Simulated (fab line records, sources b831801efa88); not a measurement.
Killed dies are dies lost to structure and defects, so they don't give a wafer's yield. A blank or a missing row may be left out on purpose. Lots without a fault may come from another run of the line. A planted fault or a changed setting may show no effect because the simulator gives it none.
fab line records | flow sky130
record lots=11 wafers=33 last_day=50
route steps=708 shown SPACER@305 SD_N@354 LI_CONTACT@362
lots that met no fault: from a run of the same line without faults
start_h: hours from the record's first day to the start of the lot's first wafer shown | wait_h: hours since the lot's step before | " the same as in the row above | L1.1+2: a row that stands for several wafers | - no value, or no start given | * or withheld: withheld | < > ~ a bound
route shown NAME@n: a module of which the file shows steps, and the number in the route of the first | usual: mean/standard deviation of fault-free wafers | same: alike in all rows | chamber/n: place in a boat | sites: the reading at each site | _std_site: their standard deviation | _edge_site: outer sites' mean less inner sites' | radius_mm: how far each site lies from the wafer's centre | mask NAME#n: copy n | behind: the tool/chamber that last shaped the wafer | hold: why the lot was held/for how many hours/how that ended | device: the transistor (n, p or np) that didn't switch | end of line: the same wafers' tests at the end of the route | a step without rows: its recipe alone | killed: dies lost to structure and defects at the first sort, not the wafer's yield | map: a wafer's dies, x killed, . not, _ none there
set.NAME: the setting as run; set.NAME@STEP: as run at that earlier step | model.NAME: the simulator's own value behind a step, which no gauge read
steps of the route over a sample of lots; a table a step, a row a wafer
services: from which hour (start_h, from the record's first day; less than 0 if before it) a tool's chamber was out of use, for how many hours, and why
## steps
# step SKY_SPACER_THK_MEAS_01
# recipe reads=Si3N4_of_SPACER_CVD_00
# usual SPACER_CVD_00_THK=43.23/0.29
# columns lot.wafer tool chamber start_h wait_h SPACER_CVD_00_THK[nm]
L980.2 film_metro-03 - 521.59 0.0 43.44
L980.3 " - " " 43.47
L980.5 " - " " 43.33
L981.1 film_metro-02 - 542.40 0.0 43.30
L981.4 " - " " 42.85
L981.5 " - " " 42.92
L986.1 film_metro-03 - 599.51 0.0 43.26
L986.3 " - " " 43.33
L986.4 " - " " 43.25
L987.2 film_metro-02 - 600.73 0.0 43.15
L987.3 " - " " 43.11
L987.5 " - " " 43.08
L993.2 film_metro-02 - 637.49 0.0 43.82
L993.4 " - " " 43.25
L993.5 " - " " 43.47
L996.3 film_metro-03 - 646.51 0.0 43.51
L996.4 " - " " 43.15
L996.6 " - " " 43.23
L998.2 film_metro-01 - 668.63 0.0 43.47
L998.5 " - " " 43.51
L998.6 " - " " 43.27
L999.2 film_metro-03 - 689.33 0.0 43.84
L999.3 " - " " 43.94
L999.6 " - " " 43.94
L100.2 film_metro-02 - 701.05 0.0 43.20
L100.5 " - " " 43.45
L100.6 " - " " 43.53
L102.3 film_metro-01 - 701.06 0.0 42.91
L102.5 " - " " 42.99
L102.6 " - " " 43.07
L103.1 film_metro-01 - 703.61 0.0 43.07
L103.3 " - " " 43.32
L103.5 " - " " 42.96
# step SKY_SD_N_TW_MEAS_12
# usual SD_N_TW=3978/29
# columns lot.wafer tool chamber start_h wait_h SD_N_TW
L980.2 film_metro-01 - 639.82 0.1 3978
L980.3 " - " " 3962
L980.5 " - " " 3980
L981.1 film_metro-04 - 655.45 0.1 3977
L981.4 " - " " 4001
L981.5 " - " " 3974
L986.1 film_metro-03 - 711.22 0.1 3939
L986.3 " - " " 3931
L986.4 " - " " 3954
L987.2 film_metro-04 - 713.39 0.1 4011
L987.3 " - " " 4037
L987.5 " - " " 4013
L993.2 film_metro-04 - 750.07 0.1 4013
L993.4 " - " " 4019
L993.5 " - " " 4009
L996.3 film_metro-01 - 758.14 0.1 3984
L996.4 " - " " 3992
L996.6 " - " " 3987
L998.2 film_metro-03 - 778.27 0.1 3936
L998.5 " - " " 3968
L998.6 " - " " 3945
L999.2 film_metro-03 - 795.44 0.1 3993
L999.3 " - " " 4006
L999.6 " - " " 3996
L100.2 film_metro-01 - 808.37 0.1 4026
L100.5 " - " " 4006
L100.6 " - " " 4023
L102.3 film_metro-04 - 808.75 0.1 4015
L102.5 " - " " 4004
L102.6 " - " " 3994
L103.1 film_metro-04 - 811.62 0.1 3992
L103.3 " - " " 3985
L103.5 " - " " 3986
# step SKY_LI_CONTACT_HDPCVD_00
# recipe material=PSG target_thk_nm=930 sigma_open_frac=0.3 time_s=155 temp_c=600 sih4_flow_sccm=60 pressure_mtorr=6
# columns lot.wafer tool chamber start_h wait_h
L980.2+3+5 hdpcvd-01 2,1,0 640.47 0.0
L981.1+4+5 hdpcvd-01 1,2,0 656.12 0.0
L986.1+3+4 hdpcvd-01 2,1,2 711.88 0.0
L987.2+3+5 hdpcvd-01 0,2,2 714.04 0.0
L993.2+4+5 hdpcvd-02 2,1,0 750.79 0.0
L996.3+4+6 hdpcvd-02 2,2,0 758.78 0.0
L998.2+5+6 hdpcvd-02 2,2,0 778.92 0.0
L999.2+3+6 hdpcvd-01 0,2,2 796.09 0.0
L100.2+5+6 hdpcvd-02 0,0,2 809.02 0.0
L102.3+5+6 hdpcvd-01 2,1,2 809.39 0.0
L103.1+3+5 hdpcvd-01 0,1,0 812.28 0.0
# step SKY_LI_CONTACT_THK_MEAS_01
# recipe reads=PSG_of_LI_CONTACT_HDPCVD_00
# usual LI_CONTACT_HDPCVD_THK=937/8.2
# columns lot.wafer tool chamber start_h wait_h LI_CONTACT_HDPCVD_THK[nm]
L980.2 film_metro-03 - 640.58 0.1 942
L980.3 " - " " 956
L980.5 " - " " 946
L981.1 film_metro-04 - 656.22 0.1 940
L981.4 " - " " 938
L981.5 " - " " 941
L986.1 film_metro-03 - 711.98 0.1 940
L986.3 " - " " 377
L986.4 " - " " 935
L987.2 film_metro-01 - 714.15 0.1 377
L987.3 " - " " 363
L987.5 " - " " 928
L993.2 film_metro-03 - 750.91 0.1 936
L993.4 " - " " 943
L993.5 " - " " 947
L996.3 film_metro-04 - 758.90 0.1 948
L996.4 " - " " 936
L996.6 " - " " 954
L998.2 film_metro-03 - 779.03 0.1 932
L998.5 " - " " 945
L998.6 " - " " 932
L999.2 film_metro-04 - 796.20 0.1 955
L999.3 " - " " 948
L999.6 " - " " 940
L100.2 film_metro-03 - 809.13 0.1 936
L100.5 " - " " 949
L100.6 " - " " 926
L102.3 film_metro-04 - 809.52 0.1 946
L102.5 " - " " 924
L102.6 " - " " 944
L103.1 film_metro-04 - 812.38 0.1 945
L103.3 " - " " 923
L103.5 " - " " 946
# step SKY_LI_CONTACT_CMP_02
# recipe material=PSG down_force_psi=4 platen_rpm=60 pad_velocity_m_s=0.94248
# usual motor_current_A=11.6/1.4 platen_rpm=60.00/0.043 retaining_ring_pressure_frac=0.999/0.0047 time_to_endpoint_s=34/3.5
# columns lot.wafer tool chamber start_h wait_h motor_current_A platen_rpm retaining_ring_pressure_frac time_to_endpoint_s
L980.2 cmp-01 0 640.68 0.1 13.4 60.06 1.002 35
L980.3 " 2 " " 13.4 59.97 1.002 32
L980.5 " 3 " " 11.1 60.00 1.003 28
L981.1 cmp-01 3 656.33 0.1 11.8 60.02 0.998 33
L981.4 " 1 " " 11.8 60.01 0.999 37
L981.5 " 2 " " 14.0 60.00 0.996 33
L986.4 cmp-01 0 712.04 0.0 13.6 60.00 1.000 37
L986.1 " 1 " " 11.0 59.97 0.992 35
L986.3 " 2 " " 13.3 60.03 1.008 2
L987.3 cmp-01 3 714.20 0.0 11.4 59.97 1.006 4
L987.2 " 0 " " 13.5 60.01 0.999 7
L987.5 " 0 " " 14.3 60.00 1.002 37
L993.4 cmp-02 2 751.48 0.5 11.1 59.95 1.004 39
L993.2 " 3 " " 11.5 60.07 0.992 29
L993.5 " 1 " " 9.0 60.00 0.996 29
L996.4 cmp-01 2 758.94 0.0 13.3 59.94 1.008 29
L996.3 " 0 " " 14.7 60.03 1.007 35
L996.6 " 2 " " 13.7 60.03 1.006 33
L998.2 cmp-02 0 779.18 0.1 11.4 59.98 1.009 35
L998.5 " 2 " " 11.8 60.02 0.995 38
L998.6 " 3 " " 11.4 59.95 0.996 30
L999.3 cmp-01 3 796.25 0.0 11.6 60.04 0.998 33
L999.2 " 1 " " 11.1 59.99 0.994 40
L999.6 " 0 " " 13.6 60.04 0.992 35
L100.2 cmp-02 0 809.27 0.1 10.1 60.05 1.005 39
L100.6 " 0 " " 10.5 60.00 1.002 36
L100.5 " 1 " " 9.7 59.98 1.002 32
L102.3 cmp-01 1 809.61 0.1 12.1 59.99 1.003 37
L102.6 " 0 " " 13.5 60.01 1.002 37
L102.5 " 1 " " 11.6 59.95 1.001 36
L103.1 cmp-01 1 812.54 0.1 11.3 60.03 0.996 36
L103.3 " 2 " " 13.1 60.04 0.995 29
L103.5 " 0 " " 14.0 60.09 1.000 36
# step SKY_LI_CONTACT_CD_MEAS_12
# recipe target_cd_nm=170
# usual cd_nm=169.9/1.3
# columns lot.wafer tool chamber start_h wait_h cd_nm
L980.2 cd_sem-01 - 668.84 - 169.7
L980.3 " - " " 170.3
L980.5 " - " " 168.7
L981.1 cd_sem-02 - 683.56 - 171.5
L981.4 " - " " 170.3
L981.5 " - " " 171.5
L986.1 cd_sem-02 - 739.41 - 169.3
L986.3 " - " " 168.8
L986.4 " - " " 169.1
L987.2 cd_sem-01 - 741.97 - 168.8
L987.3 " - " " 169.1
L987.5 " - " " 170.1
L993.2 cd_sem-02 - 778.44 - 167.7
L993.4 " - " " 166.9
L993.5 " - " " 168.2
L996.3 cd_sem-02 - 786.00 - 170.1
L996.4 " - " " 170.8
L996.6 " - " " 168.8
L998.2 cd_sem-01 - 805.02 - 171.1
L998.5 " - " " 170.6
L998.6 " - " " 172.3
L999.2 cd_sem-02 - 823.09 - 171.8
L999.3 " - " " 170.4
L999.6 " - " " 170.7
L100.2 cd_sem-01 - 835.49 - 168.3
L100.5 " - " " 169.2
L100.6 " - " " 168.6
L102.3 cd_sem-02 - 835.79 - 168.7
L102.5 " - " " 171.5
L102.6 " - " " 170.5
L103.1 cd_sem-02 - 838.70 - 170.8
L103.3 " - " " 171.0
L103.5 " - " " 169.9
# step SKY_LI_CONTACT_ETCH_15
# recipe target=PSG chemistry=C4F8/O2/Ar stop_on=Si taper_deg=4.15 mask_material=KrF-thick source_w=1500 bias_w=1200 pressure_mtorr=40 c4f8_flow_sccm=withheld O2_flow_sccm=6 Ar_flow_sccm=300 time_s=withheld target_depth_a=6000
# usual oes_product_au=0.838/0.0047 rf_fwd_power_W=1493/5.3
# columns lot.wafer tool chamber start_h wait_h oes_product_au rf_fwd_power_W
L980.2 rie_diel-03 2 669.02 0.0 0.836 1490
L980.3 " 1 " " 0.839 1494
L980.5 " 2 " " 0.835 1494
L981.1 rie_diel-01 2 683.76 0.0 0.833 1493
L981.4 " 3 " " 0.842 1495
L981.5 " 3 " " 0.839 1498
L986.1 rie_diel-01 0 739.61 0.0 0.841 1492
L986.3 " 1 " " 0.662 1499
L986.4 " 3 " " 0.843 1503
L987.2 rie_diel-03 3 742.15 0.0 0.662 1487
L987.3 " 2 " " 0.654 1495
L987.5 " 2 " " 0.837 1496
L993.2 rie_diel-01 3 778.62 0.0 0.845 1496
L993.4 " 1 " " 0.847 1489
L993.5 " 3 " " 0.836 1492
L996.3 rie_diel-02 1 786.16 0.0 0.842 1496
L996.4 " 0 " " 0.840 1499
L996.6 " 0 " " 0.838 1497
L998.2 rie_diel-02 3 805.20 0.0 0.846 1488
L998.5 " 0 " " 0.838 1484
L998.6 " 1 " " 0.834 1487
L999.2 rie_diel-03 3 823.27 0.0 0.850 1496
L999.3 " 1 " " 0.843 1493
L999.6 " 0 " " 0.834 1494
L100.2 rie_diel-02 2 835.67 0.0 0.836 1485
L100.5 " 1 " " 0.836 1486
L100.6 " 0 " " 0.838 1489
L102.3 rie_diel-01 1 835.95 0.0 0.847 1497
L102.5 " 1 " " 0.837 1493
L102.6 " 2 " " 0.845 1497
L103.1 rie_diel-03 2 838.90 0.0 0.838 1500
L103.3 " 3 " " 0.830 1492
L103.5 " 1 " " 0.831 1495
## services
# columns tool chamber start_h hours kind
rie_diel-02 2 618.85 15.7 repair
rie_diel-03 1 619.32 4.1 repair
cmp-01 - 627.11 2.2 repair
rie_diel-03 3 632.03 3.8 repair
rie_diel-02 - 639.72 0.5 repair
hdpcvd-02 - 650.75 15.0 pm
cmp-02 - 650.77 0.5 repair
cmp-01 - 661.20 2.4 repair
hdpcvd-01 1 683.88 7.2 repair
rie_diel-01 3 689.05 5.8 repair
rie_diel-03 0 694.69 17.0 repair
hdpcvd-01 2 697.41 2.9 repair
rie_diel-01 3 708.01 8.9 repair
rie_diel-03 0 712.53 45.7 repair
rie_diel-03 3 717.16 5.0 repair
cmp-01 - 739.46 2.1 repair
cmp-01 - 748.47 4.0 pm
hdpcvd-01 - 784.55 2.3 repair
rie_diel-01 0 786.01 7.8 repair
rie_diel-01 3 793.68 2.7 repair
cmp-01 - 797.47 6.1 pm
cmp-01 - 803.60 4.8 pm
cmp-01 - 804.68 4.7 repair
rie_diel-01 0 807.96 33.3 repair
## key
first_sign step=SKY_LI_CONTACT_THK_MEAS_01 reading=LI_CONTACT_HDPCVD_THK direction=down sigmas=69 usual=937 struck=373
effect step=SKY_LI_CONTACT_CMP_02 reading=time_to_endpoint_s direction=down sigmas=8.3 usual=* struck=*
effect step=SKY_LI_CONTACT_ETCH_15 reading=oes_product_au direction=down sigmas=38 usual=0.838 struck=0.659
met_at SKY_LI_CONTACT_HDPCVD_00
struck_lots L986,L987
struck_wafers L986.3,L987.2,L987.3
tester_left_out L986,L987
not_acting_at SKY_SPACER_THK_MEAS_01,SKY_SD_N_TW_MEAS_12,SKY_LI_CONTACT_CD_MEAS_12
onset_between 656.12 711.88
fault kind=process_parameter_drift tool=hdpcvd-01 chamber=- onset_h=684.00 steps=SKY_LI_CONTACT_HDPCVD_00 channel=target_thk_nm offset=-563.01 shape=step end_h=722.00 scope=struck_wafers_only acts_in=these_recipes_only stated=930
# tester_left_out: of these lots the tester's yield and bins aren't shown, on N5 and GAA mostly nor the transistor test; their killed dies are dies lost to structure and defects alone, not to doping, threshold or leakage, so they don't give the yield
